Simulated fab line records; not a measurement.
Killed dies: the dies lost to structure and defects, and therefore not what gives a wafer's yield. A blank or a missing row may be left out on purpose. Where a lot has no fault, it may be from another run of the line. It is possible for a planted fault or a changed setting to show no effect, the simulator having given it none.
2 desks, one fault || flow sfq line || only its own numbers are on each desk; what lay behind them is given at the end

## THE TOOL OWNER'S DESK: rie metal-03
The tool's own readings at SFQ_TRILAYER_M6_BARC_OPEN_METAL_ETCH_206 (etches BARC in O2, target depth 125 nm, time 41.7 s): means of the sampled wafers that have a number, for each lot that ran on this tool. If a lot's mean is further than 4 standard deviations from the usual mean, the lot is out of limits and carries the mark OUT (the distance appears in the brackets).
Columns: A = drypump motor current A at SFQ_TRILAYER_M6_BARC_OPEN_METAL_ETCH_206, usual 5.9 A; B = oes product au at SFQ_TRILAYER_M6_BARC_OPEN_METAL_ETCH_206, usual 0.686 a.u.
{"lot": "L762", "first seen here": "day 75 10:59", "A": 6.2, "B": 0.685}
{"lot": "L768", "first seen here": "day 77 14:18", "A": 6.2, "B": 0.686}
{"lot": "L771", "first seen here": "day 77 19:06", "A": 6.2, "B": 0.686}
This desk's finding: nothing out of limits on any of the 3 lots.

## THE METROLOGY DESK
Lot by lot, what the gauges showed, no matter which tool ran the lot: averages of those sampled wafers that carry a number. If a lot's mean is further than 4 standard deviations from the usual mean, the lot is out of limits and carries the mark OUT (the distance appears in the brackets).
Columns: A = M6_NB_RS at SFQ_M6_RS_MEAS_938, usual 0.894 ohm/sq; B = M6_OVL at SFQ_M6_OVL_MEAS_940, usual 1 nm
{"lot": "L761", "first seen here": "day 74 04:41", "A": 0.886, "B": 3}
{"lot": "L762", "first seen here": "day 75 08:20", "A": 0.894, "B": -8}
{"lot": "L768", "first seen here": "day 77 09:29", "A": 0.882, "B": -3}
{"lot": "L769", "first seen here": "day 77 11:53", "A": 0.888, "B": 3}
{"lot": "L771", "first seen here": "day 77 14:17", "A": 0.890, "B": 0}
{"lot": "L774", "first seen here": "day 77 23:54", "A": 0.893, "B": 0}
This desk's finding: nothing out of limits on any of the 6 lots.

## ALL TOGETHER
The desk of the tool owner found nothing out of limits.
From the metrology desk's view, nothing was out of limits.

## WHAT HAD BEEN PUT IN BY THE SIMULATOR
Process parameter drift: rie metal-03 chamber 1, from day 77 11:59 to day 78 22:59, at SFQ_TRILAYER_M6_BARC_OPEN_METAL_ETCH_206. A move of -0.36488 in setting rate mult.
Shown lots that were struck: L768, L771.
